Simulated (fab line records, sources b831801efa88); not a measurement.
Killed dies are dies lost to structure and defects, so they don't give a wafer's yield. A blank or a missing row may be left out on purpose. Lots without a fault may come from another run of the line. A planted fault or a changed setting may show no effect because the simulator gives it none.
A struck lot beside a sound one | flow sky130 | 22 steps out of a route of 708
Sound: wafers L905.2, L905.4, L905.5. Struck: wafers L897.1, L897.2, L897.4. The cause comes at the end.
At each step with rows: each side's tool, then ch and its chambers, then its first start. Under that, the readings that differ: sound wafers | struck wafers | difference of the means | sigmas: that difference in standard deviations of wafers without a fault.
alike: readings whose means differ by less than 2 such deviations, and words and numbers that are the same on both sides. not compared: withheld readings, readings that some wafer has no value for, bounds like >300 that may hide the same value, and numbers for which the record gives no deviation and whose values overlap.
The two part at a step that has a row with sigmas, a row that says differs or no value, or rows on one side only. Numbers that don't overlap but have no deviation are shown without sigmas and don't part them. A reading that every wafer of one side lacks parts them only if that side has two wafers or more.

first, 1 step without rows for these wafers: SKY_CAP2M_DEVELOP_11 (develop time 60 s).
SKY_CAP2M_OVL_MEAS_12:
  sound on overlay-01, day 46 15:35; struck on overlay-01, day 43 07:41
  alike: CAP2M_OVL
SKY_CAP2M_METAL_ETCH_13: etches TiN in Cl2/BCl3, stops on SiO2, target depth 220 nm, time 62.9 s.
  sound on rie_metal-04 ch 0,1, day 46 15:37; struck on rie_metal-01 ch 0,1, day 43 07:43
  alike: bcl3_flow_sccm, drypump_motor_current_A, oes_product_au, throttle_valve_pct
  not compared: rf_hours_counter_h
SKY_CAP2M_STRIP_14: strips in O2/N2.
  sound on plasma_asher-01 ch 0,1, day 46 15:42; struck on plasma_asher-01 ch 0,1, day 43 07:47
  alike: drypump_motor_current_A, oes_product_au, strip_time_to_endpoint_s
  not compared: rf_hours_counter_h
then, 8 steps without rows for these wafers: SKY_CAP2M_STRIP_15 (strips in post etch residue remover, time 1200 s); SKY_CAP2M_CLEAN_16 (cleans in IPA, time 180 s); SKY_CAP2M_CLEAN_17 (cleans in O3/DIW); SKY_METAL4_DEHYDRATE_05 (time 60 s); SKY_METAL4_HMDS_06 (prime time 60 s); SKY_METAL4_COAT_07 (resist thk 60 nm); SKY_METAL4_COAT_08 (resist thk 1140 nm); SKY_METAL4_SOFTBAKE_09 (time 90 s).
SKY_METAL4_EXPOSE_10: exposes mask MM4, target cd 300 nm.
  sound on krf_scanner-01 ch 0, day 47 01:53; struck on krf_scanner-02 ch 0, day 43 19:02
  reading              | sound             | struck            | difference | sigmas
  exposure_dose_mJ_cm2 | 27.93 27.97 27.96 | 27.74 27.72 27.68 | -0.24      | -8
  focus_offset_nm (nm) | 0.5 0.3 0.6       | -0.8 -0.7 -0.8    | -1.2       | -2
  alike: mask
then, 2 steps without rows for these wafers: SKY_METAL4_PEB_11; SKY_METAL4_DEVELOP_12 (develop time 60 s).
SKY_METAL4_CD_MEAS_13: target cd 300 nm.
  sound on cd_sem-02, day 47 12:25; struck on cd_sem-01, day 44 05:29
  alike: cd_nm
SKY_METAL4_OVL_MEAS_14:
  sound on overlay-01, day 47 12:31; struck on overlay-02, day 44 05:36
  alike: METAL4_OVL
SKY_METAL4_DESCUM_15: chemistry O2, time 8 s.
  sound on rie_metal-02 ch 0,1, day 47 12:33; struck on rie_metal-04 ch 0,1, day 44 05:38
  reading                 | sound             | struck            | difference | sigmas
  model.METAL4.cd_nm (nm) | 300.5 299.3 300.3 | 303.7 301.8 301.6 | +2.3       |
  alike: drypump_motor_current_A, oes_product_au
  not compared: rf_hours_counter_h
SKY_METAL4_ETCH_16: etches BARC in N2/H2, stops on SiO2, time 88.2 s, target depth 60 nm.
  sound on rie_metal-02 ch 0,1, day 47 12:35; struck on rie_metal-04 ch 0,1, day 44 05:40
  alike: drypump_motor_current_A, oes_product_au, throttle_valve_pct
  not compared: rf_hours_counter_h
SKY_METAL4_ETCH_17: etches SiO2 in C4F8/O2/Ar, stops on TiN, time 3.9 s, target depth 15 nm.
  sound on rie_diel-03 ch 1,3, day 47 12:41; struck on rie_diel-01 ch 2,3, day 44 05:46
  reading                 | sound           | struck            | difference | sigmas
  model.METAL4.cd_nm (nm) | 299.7 299.8 301 | 303.7 301.9 302.3 | +2.5       |
  alike: oes_product_au
  not compared: rf_hours_counter_h
SKY_METAL4_METAL_ETCH_18: etches the open film in Cl2/BCl3, stops on SiO2, target depth 845 nm, time 183.1 s.
  sound on rie_metal-04 ch 0,1, day 47 12:41; struck on rie_metal-02 ch 0,1, day 44 05:47
  alike: bcl3_flow_sccm, drypump_motor_current_A, oes_product_au, throttle_valve_pct
  not compared: rf_hours_counter_h
then, 1 step without rows for these wafers: SKY_PAD_OPEN_PROBE_99.

WHERE THEY PART
Only at SKY_METAL4_EXPOSE_10, within this record. Later steps at which nothing parts them and some readings are alike: SKY_METAL4_CD_MEAS_13, SKY_METAL4_OVL_MEAS_14, SKY_METAL4_DESCUM_15, SKY_METAL4_ETCH_16, SKY_METAL4_ETCH_17, SKY_METAL4_METAL_ETCH_18.

WHY: what the simulator had put in
Process parameter drift: krf_scanner-02, from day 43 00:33 on, at SKY_METAL4_EXPOSE_10. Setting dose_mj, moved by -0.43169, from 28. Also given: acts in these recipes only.
